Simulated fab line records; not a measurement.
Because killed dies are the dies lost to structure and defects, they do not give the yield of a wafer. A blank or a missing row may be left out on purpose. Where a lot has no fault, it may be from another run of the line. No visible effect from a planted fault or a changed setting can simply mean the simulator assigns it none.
Problem report, 8D (eight disciplines) form, completed by code	flow gf180mcu	the parts of the form that need people (team, actions taken, sign-off) are left out

## 1. WHAT WENT WRONG
bias w at GF_SAB_ETCH_11 reads a mean of 1246 W on 2 wafers of 2 lots; wafers without a fault read 1200 W with a standard deviation of 3.5. Relative to the usual mean, that is a shift of +13 standard deviations.
The step: etches SiO2 in C4F8/O2/Ar, target depth 55 nm, time 8.5 s.
First seen on wafer L155.2, day 17 00:16, on rie diel-01. Wafers with a number at this step in the record: 42, from 14 lots. By rule, "out" or "out of limits" means more than 4 standard deviations away from the usual mean. Any other wafer with a number is counted as sound.

## 2. WHAT IT IS; WHAT IT IS NOT
question	is	is not
which readings at this step	bias w	oes product au
which lots	L155, L156	L151, L152, L154, L163, L165, L166, L167, L169, L170, L171, L172, L173
which wafers of those lots	L155.2, L156.4	L155.4, L155.5, L156.3, L156.5
read on which tools	rie diel-01	rie diel-02, rie diel-03
when	from day 17 00:16	up to then (11 sound wafers); but 29 sound wafers of L156, L163, L165, L166, L167, L169, L170, L171, L172, L173 came after

## 3. SUSPECTS, AND WHAT RULES EACH OUT
Counting: any tool at a process step up to the reading remains a suspect provided it ran every lot that is out. Sound lots after the first of them don't rule it out here, since some wafers of a struck lot are sound.
- rie diel-01 at GF_SAB_ETCH_11 (etches SiO2 in C4F8/O2/Ar, target depth 55 nm, time 8.5 s): kept. It processed each lot that is out (first: L155, day 17 00:16); up to then, its last sound lot is L152 (day 15 17:19). On those wafers its own readings are out: bias w.
- rie diel-01, GF_SAB_ETCH_11: wafers that are out in chamber 1, sound lot-mates in chambers 0, 2, 3.
The count leaves rie diel-01 at GF_SAB_ETCH_11.

## 4. THE CAUSE (what the simulator had put in)
rie diel-01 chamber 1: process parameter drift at GF_SAB_ETCH_11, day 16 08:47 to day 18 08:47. The setting bias w was moved by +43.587, starting from 1200. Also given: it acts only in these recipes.
After counting, this tool was the only one left.

## 5. THE CHAIN OF EFFECTS, in route order
Rows list readings where the struck wafers' mean (over those with a number) sits beyond 3 standard deviations from the usual. Scope: only readings with a usual standard deviation given in the record; hours: median across lots of the time from each lot's start at the first step in this table that gives one to its start at this step; sigmas: change in usual standard deviations.
hours	step	reading	usual	on struck wafers	change	sigmas
0	GF_SAB_ETCH_11	bias w	1200 W	1246	+46	+13
It contains these process steps:
- GF_SAB_ETCH_11: etches SiO2 in C4F8/O2/Ar, target depth 55 nm, time 8.5 s.
Later measuring or inspecting steps at which every struck wafer that the step has a row for has a number for every such reading, and none has moved that far: GF_CONTACT_BOW_MEAS_05.

## 6. HOW IT WOULD HAVE BEEN CAUGHT EARLIER
In this record no reading fell out of limits until day 17 00:16, 15 hours after the fault had begun at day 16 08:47.
